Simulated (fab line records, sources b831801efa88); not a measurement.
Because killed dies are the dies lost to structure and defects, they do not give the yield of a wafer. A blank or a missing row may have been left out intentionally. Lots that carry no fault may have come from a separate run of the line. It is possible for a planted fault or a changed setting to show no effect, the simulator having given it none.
Chamber matching :: flow gf180mcu :: 4 sister chambers for GF_V3_CMP_04 on cmp-01
The step polishes SiO2. 4 wafers are shown with their chamber, then 7 later ones without.

EACH WAFER AND ITS CHAMBER
wafer: L252.2
chamber: 2
motor-current-A (A): 12.0

wafer: L252.4
chamber: 0
motor-current-A (A): 12.1

wafer: L255.1
chamber: 3
motor-current-A (A): 11.0

wafer: L255.4
chamber: 1
motor-current-A (A): 10.0

WAFERS WHOSE CHAMBER IS MISSING
wafer: L255.6
motor-current-A (A): 11.9

wafer: L262.1
motor-current-A (A): 11.3

wafer: L262.3
motor-current-A (A): 12.0

wafer: L262.5
motor-current-A (A): 11.5

wafer: L265.1
motor-current-A (A): 11.3

wafer: L265.3
motor-current-A (A): 12.8

wafer: L265.6
motor-current-A (A): 11.6

EACH ONE'S CHAMBER
wafer: L255.6
from the rows above: can't be placed: 2 or 0
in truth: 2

wafer: L262.1
from the rows above: can't be placed: 3 or 2 or 0
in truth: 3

wafer: L262.3
from the rows above: can't be placed: 2 or 0
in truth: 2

wafer: L262.5
from the rows above: can't be placed: 2 or 3 or 0
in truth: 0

wafer: L265.1
from the rows above: can't be placed: 3 or 2 or 0
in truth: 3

wafer: L265.3
from the rows above: can't be placed: 0 or 2
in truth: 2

wafer: L265.6
from the rows above: can't be placed: 2 or 0 or 3
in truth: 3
0 of 7 placed correctly. These rows do not allow placing 7 (true chamber among the candidates in 7). Placed wrongly: 0.
How it was worked out, from the rows above alone: a wafer's distance from a chamber is the root of the sum, over the readings, of the square of ((its reading less the chamber's mean) divided by the reading's scatter). The wafer belongs to the nearest chamber; if the next one is less than 2 further off, it can't be placed. Each chamber's mean is taken over the wafers shown for it. The scatter (one wafer shown for each chamber): square how far every hidden wafer sits from the nearest shown wafer, average those squares and take the square root.
